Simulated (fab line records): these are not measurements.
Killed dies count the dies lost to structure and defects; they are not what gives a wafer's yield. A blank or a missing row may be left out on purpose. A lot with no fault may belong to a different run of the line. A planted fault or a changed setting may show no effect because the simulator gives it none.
Problem report, 8D (eight disciplines) form, completed by code || flow gf180mcu || the parts of the form that need people (team, actions taken, sign-off) are left out

1. WHAT WENT WRONG
run_length_s at GF_STI_ETCH_14 reads a mean of 145.5 s on 5 wafers of 3 lots; wafers without a fault read 131.5 s with a standard deviation of 0.42. Measured from the usual mean, that is +33 standard deviations.
The step: etches Si in HBr/Cl2/O2, target depth 360 nm, time 102.9 s.
Seen first at day 4 00:16 on rie_si-01, wafer L158.5. The record holds 20 wafers of 7 lots with a number at this step. By rule, "out" or "out of limits" means more than 4 standard deviations away from the usual mean. The other wafers with a number count as sound.

2. WHAT THIS IS AND IS NOT
{"question": "which readings at this step", "is": "run_length_s", "is not": "drypump_motor_current_A, oes_product_au, throttle_valve_pct"}
{"question": "which lots", "is": "L158, L159, L160", "is not": "L155, L163, L169, L170"}
{"question": "which wafers of those lots", "is": "L158.5, L158.6, L159.5, L159.6, L160.6", "is not": "L158.1, L159.2, L160.3"}
{"question": "read on which tools", "is": "rie_si-01", "is not": "rie_si-02"}
{"question": "when", "is": "from day 4 00:16", "is not": "up to then (4 sound wafers); but 11 sound wafers of L159, L160, L163, L169, L170 came after"}

3. THE SUSPECTS, EACH WITH WHAT RULES IT OUT
Counting: if a tool at a process step up to the reading ran every lot that is out, it stays a suspect. Sound lots after the first of them don't rule it out here, since some wafers of a struck lot are sound.
- rie_si-01 at GF_STI_ETCH_14 (etches Si in HBr/Cl2/O2, target depth 360 nm, time 102.9 s): kept. Every lot that is out went through it, the first being L158 (day 4 00:16); the last sound lot it ran before that was L155 (day 3 07:56). On those wafers its own readings are out: run_length_s.
Remaining after the count: rie_si-01 at GF_STI_ETCH_14.

4. THE CAUSE (what the simulator had put in)
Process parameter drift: rie_si-01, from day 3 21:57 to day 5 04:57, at GF_STI_ETCH_14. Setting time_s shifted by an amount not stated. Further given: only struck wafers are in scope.
Only this tool survived the counting.

5. THE CHAIN OF EFFECTS, in route order
Rows list readings where the struck wafers' mean (over those with a number) sits beyond 3 standard deviations from the usual. Scope: only readings with a usual standard deviation given in the record; hours: median across lots of the time from each lot's start at the first step in this table that gives one to its start at this step; sigmas: change in usual standard deviations.
{"hours": 0, "step": "GF_STI_ETCH_14", "reading": "run_length_s", "usual": "131.5 s", "on struck wafers": 145.5, "change": "+14.0", "sigmas": "+33"}
Process steps it contains:
- GF_STI_ETCH_14: etches Si in HBr/Cl2/O2, target depth 360 nm, time 102.9 s.

6. HOW IT WOULD HAVE BEEN CAUGHT EARLIER
In this record the first reading out of limits was taken at day 4 00:16, 2 hours after the fault began at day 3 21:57.
